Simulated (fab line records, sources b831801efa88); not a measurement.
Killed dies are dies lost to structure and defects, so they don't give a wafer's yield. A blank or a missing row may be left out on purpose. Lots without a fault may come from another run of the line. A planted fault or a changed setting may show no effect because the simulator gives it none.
fab line records | flow sky130 | part 1 of 2: steps 1 to 33 of 42
record lots=5 wafers=15 last_day=49
route steps=708 shown LDD_P@263 LDD_HVN@267 LDD_HVP@278 LDD_LDN@289 SPACER@304
lots that met no fault: from a run of the same line without faults
start_h: hours from the record's first day to the start of the lot's first wafer shown | wait_h: hours since the lot's step before | " the same as in the row above | L1.1+2: a row that stands for several wafers | - no value, or no start given | * or withheld: withheld | < > ~ a bound
route shown NAME@n: a module of which the file shows steps, and the number in the route of the first | usual: mean/standard deviation of fault-free wafers | same: alike in all rows | chamber/n: place in a boat | sites: the reading at each site | _std_site: their standard deviation | _edge_site: outer sites' mean less inner sites' | radius_mm: how far each site lies from the wafer's centre | mask NAME#n: copy n | behind: the tool/chamber that last shaped the wafer | hold: why the lot was held/for how many hours/how that ended | device: the transistor (n, p or np) that didn't switch | end of line: the same wafers' tests at the end of the route | a step without rows: its recipe alone | killed: dies lost to structure and defects at the first sort, not the wafer's yield | map: a wafer's dies, x killed, . not, _ none there
set.NAME: the setting as run; set.NAME@STEP: as run at that earlier step | model.NAME: the simulator's own value behind a step, which no gauge read
lots at some steps of the route; a table a step, a row a wafer
services: from which hour (start_h, from the record's first day; less than 0 if before it) a tool's chamber was out of use, for how many hours, and why
## steps
# step SKY_LDD_P_OVL_MEAS_08
# usual LDD_P_OVL=0.2/1.6
# columns lot.wafer tool chamber start_h wait_h LDD_P_OVL[nm]
L074.2 overlay-01 - 452.70 0.1 2.3
L074.4 " - " " 2.3
L074.6 " - " " 2.5
L081.2 overlay-02 - 509.30 0.1 1.4
L081.5 " - " " 3.2
L081.6 " - " " 3.7
L083.1 overlay-02 - 516.00 0.1 1.4
L083.2 " - " " 1.3
L083.5 " - " " 2.2
L085.2 overlay-02 - 541.66 0.1 1.1
L085.4 " - " " 0.5
L085.5 " - " " 1.5
L090.2 overlay-01 - 575.80 0.1 -0.1
L090.4 " - " " 2.5
L090.5 " - " " 0.0
# step SKY_LDD_P_IMPLANT_09
# recipe species=BF2 energy_kev=25 dose_cm2=1e+13 tilt_deg=withheld
# usual beam_on_s=9.99/0.19
# columns lot.wafer tool chamber start_h wait_h beam_on_s
L074.2 implanter-02 0 452.76 0.0 10.03
L074.4 " 0 " " 9.79
L074.6 " 0 " " 9.83
L081.2 implanter-02 0 509.36 0.0 9.95
L081.5 " 0 " " 9.91
L081.6 " 0 " " 10.30
L083.1 implanter-01 0 516.04 0.0 10.01
L083.2 " 0 " " 9.77
L083.5 " 0 " " 9.88
L085.2 implanter-04 0 541.71 0.0 9.91
L085.4 " 0 " " 10.28
L085.5 " 0 " " 9.94
L090.2 implanter-04 0 575.86 0.0 10.07
L090.4 " 0 " " 9.94
L090.5 " 0 " " 9.82
# step SKY_LDD_P_STRIP_10
# recipe chemistry=O2/N2 power_w=1400 pressure_mtorr=1500 platen_temp_c=withheld o2_flow_sccm=3000 n2_flow_sccm=300 overash_fraction=0.5
# usual drypump_motor_current_A=5.76/0.18 o2_flow_sccm=3000/8.7 oes_product_au=0.715/0.0043 strip_time_to_endpoint_s=14.20/0.044
# same overash_fraction=0.5
# columns lot.wafer tool chamber start_h wait_h drypump_motor_current_A o2_flow_sccm oes_product_au rf_hours_counter_h strip_time_to_endpoint_s
L074.2 plasma_asher-02 0 452.88 0.1 5.57 2999 0.717 29 14.15
L074.4 " 1 " " 5.85 2991 0.710 - 14.17
L074.6 " 1 " " 5.87 2977 0.721 - 14.15
L081.2 plasma_asher-03 0 509.48 0.1 5.62 3005 0.719 5 14.27
L081.5 " 1 " " 5.75 3004 0.724 - 14.23
L081.6 " 0 " " 5.62 3005 0.716 - 14.27
L083.1 plasma_asher-03 1 516.19 0.1 5.76 2997 0.710 6 14.18
L083.2 " 0 " " 5.61 2999 0.710 6 14.17
L083.5 " 1 " " 5.75 3008 0.712 - 14.25
L085.2 plasma_asher-02 0 541.84 0.1 5.54 3003 0.717 39 14.19
L085.4 " 1 " " 5.82 3004 0.713 - 14.20
L085.5 " 0 " " 5.53 2995 0.722 - 14.18
L090.2 plasma_asher-02 0 575.98 0.1 5.53 3019 0.719 42 14.24
L090.4 " 1 " " 5.87 3009 0.705 - 14.25
L090.5 " 0 " " 5.51 3019 0.717 - 14.22
# step SKY_LDD_P_TW_MEAS_11
# usual LDD_P_TW=637/5.6
# columns lot.wafer tool chamber start_h wait_h LDD_P_TW
L074.2 film_metro-01 - 452.99 0.1 634
L074.4 " - " " 633
L074.6 " - " " 629
L081.2 film_metro-03 - 509.59 0.1 646
L081.5 " - " " 642
L081.6 " - " " 643
L083.1 film_metro-03 - 516.29 0.1 646
L083.2 " - " " 645
L083.5 " - " " 647
L085.2 film_metro-01 - 541.95 0.1 631
L085.4 " - " " 631
L085.5 " - " " 632
L090.2 film_metro-02 - 576.09 0.1 640
L090.4 " - " " 639
L090.5 " - " " 640
# step SKY_LDD_HVN_DEHYDRATE_00
# recipe temp_c=200 time_s=60
# columns lot.wafer tool chamber start_h wait_h
L074.2+4+6 litho_track-02 0 467.89 14.9
L081.2+5+6 litho_track-04 0 524.39 14.8
L083.1+2+5 litho_track-02 0 531.12 14.8
L085.2+4+5 litho_track-04 0 556.09 14.1
L090.2+4+5 litho_track-03 0 589.85 13.7
# step SKY_LDD_HVN_HMDS_01
# recipe prime_time_s=60 prime_temp_c=120
# columns lot.wafer tool chamber start_h wait_h
L074.2+4+6 litho_track-02 0 468.04 0.1
L081.2+5+6 litho_track-04 0 524.54 0.1
L083.1+2+5 litho_track-02 0 531.27 0.1
L085.2+4+5 litho_track-04 0 556.24 0.1
L090.2+4+5 litho_track-03 0 590.00 0.1
# step SKY_LDD_HVN_COAT_02
# recipe resist=NOVOLAK spin_rpm=3000 resist_thk_nm=300
# usual spin_speed_rpm=3000.3/2.5
# columns lot.wafer tool chamber start_h wait_h spin_speed_rpm
L074.2 litho_track-02 0 468.19 0.1 2996.2
L074.4 " 0 " " 3005.0
L074.6 " 0 " " 3000.9
L081.2 litho_track-04 0 524.69 0.1 3001.1
L081.5 " 0 " " 3001.7
L081.6 " 0 " " 3002.0
L083.1 litho_track-02 0 531.42 0.1 3000.3
L083.2 " 0 " " 3002.6
L083.5 " 0 " " 2996.2
L085.2 litho_track-04 0 556.39 0.1 2995.6
L085.4 " 0 " " 3000.4
L085.5 " 0 " " 2997.1
L090.2 litho_track-03 0 590.15 0.1 3001.0
L090.4 " 0 " " 2998.1
L090.5 " 0 " " 2997.2
# step SKY_LDD_HVN_SOFTBAKE_03
# recipe temp_c=90 time_s=60 resist=NOVOLAK
# columns lot.wafer tool chamber start_h wait_h
L074.2+4+6 litho_track-02 0 468.34 0.1
L081.2+5+6 litho_track-04 0 524.84 0.1
L083.1+2+5 litho_track-02 0 531.57 0.1
L085.2+4+5 litho_track-04 0 556.54 0.1
L090.2+4+5 litho_track-03 0 590.30 0.1
# step SKY_LDD_HVN_EXPOSE_04
# recipe mask_id=HVNTM na=0.6 source_shape=conventional sigma_outer=0.6 polarization=unpolarized target_cd_nm=700 dose_mj=127
# columns lot.wafer tool chamber start_h wait_h mask
L074.2+4+6 iline_stepper-01 0 - - HVNTM#0
L081.2+5+6 iline_stepper-02 0 - - HVNTM#0
L083.1+2+5 iline_stepper-02 0 - - HVNTM#0
L085.2+4+5 iline_stepper-02 0 - - HVNTM#0
L090.2+4+5 iline_stepper-01 0 - - HVNTM#0
# step SKY_LDD_HVN_PEB_05
# recipe temp_c=withheld time_s=* resist=NOVOLAK
# columns lot.wafer tool chamber start_h wait_h
L074.2+4+6 litho_track-03 0 - -
L081.2+5+6 litho_track-03 0 - -
L083.1+2+5 litho_track-03 0 - -
L085.2+4+5 litho_track-04 0 - -
L090.2+4+5 litho_track-03 0 - -
# step SKY_LDD_HVN_DEVELOP_06
# recipe resist=NOVOLAK developer=TMAH develop_time_s=60 dev_temp_c=23
# columns lot.wafer tool chamber start_h wait_h
L074.2+4+6 litho_track-03 0 483.25 0.1
L081.2+5+6 litho_track-03 0 539.70 0.1
L083.1+2+5 litho_track-03 0 545.63 0.1
L085.2+4+5 litho_track-04 0 571.34 0.1
L090.2+4+5 litho_track-03 0 604.55 0.1
# step SKY_LDD_HVN_OVL_MEAS_07
# usual LDD_HVN_OVL=-1.0/1.6
# columns lot.wafer tool chamber start_h wait_h LDD_HVN_OVL[nm]
L074.2 overlay-01 - 483.38 0.1 -1.7
L074.4 " - " " 0.6
L074.6 " - " " -1.9
L081.2 overlay-02 - 539.83 0.1 -0.8
L081.5 " - " " -2.0
L081.6 " - " " -1.8
L083.1 overlay-02 - 545.78 0.1 1.3
L083.2 " - " " -0.1
L083.5 " - " " 2.8
L085.2 overlay-02 - 571.47 0.1 -0.8
L085.4 " - " " 1.5
L085.5 " - " " -0.1
L090.2 overlay-02 - 604.68 0.1 -4.7
L090.4 " - " " -4.7
L090.5 " - " " -2.5
# step SKY_LDD_HVN_IMPLANT_08
# recipe species=P energy_kev=60 dose_cm2=3e+13 tilt_deg=40
# usual beam_on_s=9.99/0.2
# columns lot.wafer tool chamber start_h wait_h beam_on_s
L074.2 implanter-01 0 483.44 0.0 10.22
L074.4 " 0 " " 10.02
L074.6 " 0 " " 10.04
L081.2 implanter-04 0 539.89 0.0 10.45
L081.5 " 0 " " 9.74
L081.6 " 0 " " 10.00
L083.1 implanter-04 0 545.81 0.0 10.41
L083.2 " 0 " " 9.67
L083.5 " 0 " " 10.17
L085.2 implanter-04 0 571.53 0.0 10.28
L085.4 " 0 " " 10.23
L085.5 " 0 " " 10.24
L090.2 implanter-04 0 604.74 0.0 9.82
L090.4 " 0 " " 9.96
L090.5 " 0 " " 9.93
# step SKY_LDD_HVN_STRIP_09
# recipe chemistry=O2/N2 power_w=1400 pressure_mtorr=1500 platen_temp_c=withheld o2_flow_sccm=3000 n2_flow_sccm=300 overash_fraction=0.5
# usual drypump_motor_current_A=5.58/0.26 o2_flow_sccm=2999/8.4 oes_product_au=0.408/0.0037 strip_time_to_endpoint_s=4.145/0.015
# same overash_fraction=0.5
# columns lot.wafer tool chamber start_h wait_h drypump_motor_current_A o2_flow_sccm oes_product_au rf_hours_counter_h strip_time_to_endpoint_s
L074.2 plasma_asher-01 0 483.56 0.1 5.69 2987 0.411 72 4.139
L074.4 " 1 " " 5.12 2999 0.404 - 4.127
L074.6 " 0 " " 5.69 3002 0.406 - 4.137
L081.2 plasma_asher-03 0 540.01 0.1 5.62 3002 0.400 9 4.162
L081.5 " 0 " " 5.61 3009 0.414 - 4.163
L081.6 " 1 " " 5.74 3003 0.402 - 4.149
L083.1 plasma_asher-01 0 545.96 0.1 5.70 3002 0.406 79 4.137
L083.2 " 1 " " 5.10 3005 0.409 79 4.134
L083.5 " 1 " " 5.12 2997 0.400 - 4.154
L085.2 plasma_asher-02 1 571.65 0.1 5.85 2991 0.416 42 4.137
L085.4 " 1 " " 5.87 2990 0.403 - 4.151
L085.5 " 1 " " 5.84 2990 0.409 - 4.136
L090.2 plasma_asher-02 1 604.86 0.1 5.88 2990 0.413 45 4.137
L090.4 " 0 " " 5.55 3008 0.413 - 4.137
L090.5 " 0 " " 5.53 3012 0.409 - 4.148
# step SKY_LDD_HVN_TW_MEAS_10
# usual LDD_HVN_TW=1435/11
# columns lot.wafer tool chamber start_h wait_h LDD_HVN_TW
L074.2 film_metro-04 - 483.67 0.1 1412
L074.4 " - " " 1420
L074.6 " - " " 1422
L081.2 film_metro-04 - 540.12 0.1 1443
L081.5 " - " " 1430
L081.6 " - " " 1442
L083.1 film_metro-04 - 546.06 0.1 1439
L083.2 " - " " 1448
L083.5 " - " " 1437
L085.2 film_metro-04 - 571.76 0.1 1437
L085.4 " - " " 1440
L085.5 " - " " 1440
L090.2 film_metro-04 - 604.97 0.1 1433
L090.4 " - " " 1430
L090.5 " - " " 1430
# step SKY_LDD_HVP_DEHYDRATE_00
# recipe temp_c=200 time_s=60
# columns lot.wafer tool chamber start_h wait_h
L074.2+4+6 litho_track-04 0 498.39 14.7
L081.2+5+6 litho_track-02 0 554.34 14.2
L083.1+2+5 litho_track-04 0 560.27 14.2
L085.2+4+5 litho_track-04 0 585.69 13.9
L090.2+4+5 litho_track-04 0 619.19 14.2
# step SKY_LDD_HVP_HMDS_01
# recipe prime_time_s=60 prime_temp_c=120
# columns lot.wafer tool chamber start_h wait_h
L074.2+4+6 litho_track-04 0 498.54 0.1
L081.2+5+6 litho_track-02 0 554.49 0.1
L083.1+2+5 litho_track-04 0 560.42 0.1
L085.2+4+5 litho_track-04 0 585.84 0.1
L090.2+4+5 litho_track-04 0 619.34 0.1
# step SKY_LDD_HVP_COAT_02
# recipe resist=NOVOLAK spin_rpm=3000 resist_thk_nm=300
# usual spin_speed_rpm=2999.3/2.4
# columns lot.wafer tool chamber start_h wait_h spin_speed_rpm
L074.2 litho_track-04 0 498.69 0.1 2999.8
L074.4 " 0 " " 3002.9
L074.6 " 0 " " 2999.6
L081.2 litho_track-02 0 554.64 0.1 2999.1
L081.5 " 0 " " 2997.4
L081.6 " 0 " " 2998.5
L083.1 litho_track-04 0 560.57 0.1 2997.2
L083.2 " 0 " " 2996.6
L083.5 " 0 " " 3001.6
L085.2 litho_track-04 0 585.99 0.1 3001.9
L085.4 " 0 " " 3003.5
L085.5 " 0 " " 2999.0
L090.2 litho_track-04 0 619.49 0.1 2998.6
L090.4 " 0 " " 2997.6
L090.5 " 0 " " 2998.6
# step SKY_LDD_HVP_SOFTBAKE_03
# recipe temp_c=90 time_s=60 resist=NOVOLAK
# columns lot.wafer tool chamber start_h wait_h
L074.2+4+6 litho_track-04 0 498.84 0.1
L081.2+5+6 litho_track-02 0 554.79 0.1
L083.1+2+5 litho_track-04 0 560.72 0.1
L085.2+4+5 litho_track-04 0 586.14 0.1
L090.2+4+5 litho_track-04 0 619.64 0.1
# step SKY_LDD_HVP_EXPOSE_04
# recipe mask_id=HVPTM na=0.6 source_shape=conventional sigma_outer=0.6 polarization=unpolarized target_cd_nm=700 dose_mj=86
# columns lot.wafer tool chamber start_h wait_h mask
L074.2+4+6 iline_stepper-01 0 - - HVPTM#0
L081.2+5+6 iline_stepper-01 0 - - HVPTM#0
L083.1+2+5 iline_stepper-02 0 - - HVPTM#0
L085.2+4+5 iline_stepper-01 0 - - HVPTM#0
L090.2+4+5 iline_stepper-01 0 - - HVPTM#0
# step SKY_LDD_HVP_PEB_05
# recipe temp_c=withheld time_s=* resist=NOVOLAK
# columns lot.wafer tool chamber start_h wait_h
L074.2+4+6 litho_track-04 0 - -
L081.2+5+6 litho_track-04 0 - -
L083.1+2+5 litho_track-04 0 - -
L085.2+4+5 litho_track-01 0 - -
L090.2+4+5 litho_track-04 0 - -
# step SKY_LDD_HVP_DEVELOP_06
# recipe resist=NOVOLAK developer=TMAH develop_time_s=60 dev_temp_c=23
# columns lot.wafer tool chamber start_h wait_h
L074.2+4+6 litho_track-04 0 513.64 0.1
L081.2+5+6 litho_track-04 0 569.79 0.1
L083.1+2+5 litho_track-04 0 575.02 0.1
L085.2+4+5 litho_track-01 0 600.76 0.1
L090.2+4+5 litho_track-04 0 633.94 0.1
# step SKY_LDD_HVP_OVL_MEAS_07
# usual LDD_HVP_OVL=1.7/1.5
# columns lot.wafer tool chamber start_h wait_h LDD_HVP_OVL[nm]
L074.2 overlay-02 - 513.77 0.1 1.9
L074.4 " - " " 2.0
L074.6 " - " " -0.1
L081.2 overlay-02 - 569.92 0.1 2.0
L081.5 " - " " 2.9
L081.6 " - " " 1.3
L083.1 overlay-02 - 575.17 0.1 -0.5
L083.2 " - " " 0.6
L083.5 " - " " 0.2
L085.2 overlay-02 - 600.89 0.1 2.0
L085.4 " - " " 4.3
L085.5 " - " " 4.7
L090.2 overlay-01 - 634.07 0.1 0.4
L090.4 " - " " 3.1
L090.5 " - " " 2.2
# step SKY_LDD_HVP_IMPLANT_08
# recipe species=B energy_kev=20 dose_cm2=1.663e+13 tilt_deg=17.9
# usual beam_on_s=10.00/0.2
# columns lot.wafer tool chamber start_h wait_h beam_on_s
L074.2 implanter-01 0 513.83 0.0 9.94
L074.4 " 0 " " 9.53
L074.6 " 0 " " 10.18
L081.2 implanter-01 0 569.98 0.0 10.04
L081.5 " 0 " " 9.91
L081.6 " 0 " " 10.05
L083.1 implanter-03 0 575.20 0.0 10.16
L083.2 " 0 " " 10.09
L083.5 " 0 " " 9.55
L085.2 implanter-03 0 600.94 0.0 10.05
L085.4 " 0 " " 10.01
L085.5 " 0 " " 9.76
L090.2 implanter-03 0 634.13 0.0 10.05
L090.4 " 0 " " 9.89
L090.5 " 0 " " 9.97
# step SKY_LDD_HVP_STRIP_09
# recipe chemistry=O2/N2 power_w=1400 pressure_mtorr=1500 platen_temp_c=withheld o2_flow_sccm=3000 n2_flow_sccm=300 overash_fraction=0.5
# usual drypump_motor_current_A=5.78/0.3 o2_flow_sccm=3000/9.2 oes_product_au=0.408/0.0047 strip_time_to_endpoint_s=4.138/0.017
# same overash_fraction=0.5
# columns lot.wafer tool chamber start_h wait_h drypump_motor_current_A o2_flow_sccm oes_product_au rf_hours_counter_h strip_time_to_endpoint_s
L074.2 plasma_asher-04 0 513.95 0.1 5.83 2991 0.406 80 4.164
L074.4 " 0 " " 5.82 2996 0.414 - 4.153
L074.6 " 0 " " 5.83 3002 0.405 - 4.140
L081.2 plasma_asher-04 0 570.10 0.1 5.83 2981 0.402 83 4.120
L081.5 " 1 " " 6.18 3012 0.414 - 4.133
L081.6 " 0 " " 5.84 2997 0.409 - 4.118
L083.1 plasma_asher-04 1 575.35 0.1 6.15 3007 0.410 83 4.137
L083.2 " 0 " " 5.81 2984 0.405 83 4.147
L083.5 " 0 " " 5.80 2984 0.411 - 4.153
L085.2 plasma_asher-02 0 601.07 0.1 5.53 2989 0.410 45 4.143
L085.4 " 1 " " 5.84 3020 0.409 - 4.107
L085.5 " 0 " " 5.54 3011 0.408 - 4.151
L090.2 plasma_asher-04 1 634.25 0.1 6.13 3013 0.413 89 4.137
L090.4 " 0 " " 5.81 2998 0.395 - 4.120
L090.5 " 1 " " 6.17 3006 0.409 - 4.143
# step SKY_LDD_HVP_TW_MEAS_10
# usual LDD_HVP_TW=454/4
# columns lot.wafer tool chamber start_h wait_h LDD_HVP_TW
L074.2 film_metro-03 - 514.06 0.1 461
L074.4 " - " " 457
L074.6 " - " " 460
L081.2 film_metro-03 - 570.21 0.1 454
L081.5 " - " " 455
L081.6 " - " " 456
L083.1 film_metro-03 - 575.45 0.1 455
L083.2 " - " " 456
L083.5 " - " " 455
L085.2 film_metro-03 - 601.18 0.1 455
L085.4 " - " " 459
L085.5 " - " " 460
L090.2 film_metro-03 - 634.36 0.1 455
L090.4 " - " " 454
L090.5 " - " " 458
# step SKY_LDD_LDN_DEHYDRATE_00
# recipe temp_c=200 time_s=60
# columns lot.wafer tool chamber start_h wait_h
L074.2+4+6 litho_track-01 0 528.86 14.8
L081.2+5+6 litho_track-02 0 584.09 13.9
L083.1+2+5 litho_track-02 0 589.22 13.8
L085.2+4+5 litho_track-02 0 614.59 13.4
L090.2+4+5 litho_track-01 0 648.26 13.9
# step SKY_LDD_LDN_HMDS_01
# recipe prime_time_s=60 prime_temp_c=120
# columns lot.wafer tool chamber start_h wait_h
L074.2+4+6 litho_track-01 0 529.01 0.1
L081.2+5+6 litho_track-02 0 584.24 0.1
L083.1+2+5 litho_track-02 0 589.37 0.1
L085.2+4+5 litho_track-02 0 614.74 0.1
L090.2+4+5 litho_track-01 0 648.41 0.1
# step SKY_LDD_LDN_COAT_02
# recipe resist=NOVOLAK spin_rpm=3000 resist_thk_nm=1140
# usual spin_speed_rpm=3000.3/2.2
# columns lot.wafer tool chamber start_h wait_h spin_speed_rpm
L074.2 litho_track-01 0 529.16 0.1 2999.8
L074.4 " 0 " " 3001.2
L074.6 " 0 " " 3003.5
L081.2 litho_track-02 0 584.39 0.1 3001.2
L081.5 " 0 " " 2995.1
L081.6 " 0 " " 2999.0
L083.1 litho_track-02 0 589.52 0.1 3001.5
L083.2 " 0 " " 2997.0
L083.5 " 0 " " 2999.6
L085.2 litho_track-02 0 614.89 0.1 3002.1
L085.4 " 0 " " 3003.5
L085.5 " 0 " " 3002.6
L090.2 litho_track-01 0 648.56 0.1 2999.7
L090.4 " 0 " " 2998.6
L090.5 " 0 " " 3004.5
# step SKY_LDD_LDN_SOFTBAKE_03
# recipe temp_c=90 time_s=60 resist=NOVOLAK
# columns lot.wafer tool chamber start_h wait_h
L074.2+4+6 litho_track-01 0 529.31 0.1
L081.2+5+6 litho_track-02 0 584.54 0.1
L083.1+2+5 litho_track-02 0 589.67 0.1
L085.2+4+5 litho_track-02 0 615.04 0.1
L090.2+4+5 litho_track-01 0 648.71 0.1
# step SKY_LDD_LDN_EXPOSE_04
# recipe mask_id=LDNTM na=0.6 source_shape=conventional sigma_outer=0.6 polarization=unpolarized target_cd_nm=700 dose_mj=140
# columns lot.wafer tool chamber start_h wait_h mask
L074.2+4+6 iline_stepper-02 0 - - LDNTM#0
L081.2+5+6 iline_stepper-01 0 - - LDNTM#0
L083.1+2+5 iline_stepper-01 0 - - LDNTM#0
L085.2+4+5 iline_stepper-01 0 - - LDNTM#0
L090.2+4+5 iline_stepper-01 0 - - LDNTM#0
# step SKY_LDD_LDN_PEB_05
# recipe temp_c=withheld time_s=* resist=NOVOLAK
# columns lot.wafer tool chamber start_h wait_h
L074.2+4+6 litho_track-02 0 - -
L081.2+5+6 litho_track-01 0 - -
L083.1+2+5 litho_track-02 0 - -
L085.2+4+5 litho_track-01 0 - -
L090.2+4+5 litho_track-03 0 - -
# step SKY_LDD_LDN_DEVELOP_06
# recipe resist=NOVOLAK developer=TMAH develop_time_s=60 dev_temp_c=23
# columns lot.wafer tool chamber start_h wait_h
L074.2+4+6 litho_track-02 0 544.09 0.1
L081.2+5+6 litho_track-01 0 599.26 0.1
L083.1+2+5 litho_track-02 0 603.96 0.1
L085.2+4+5 litho_track-01 0 629.81 0.1
L090.2+4+5 litho_track-03 0 663.25 0.1
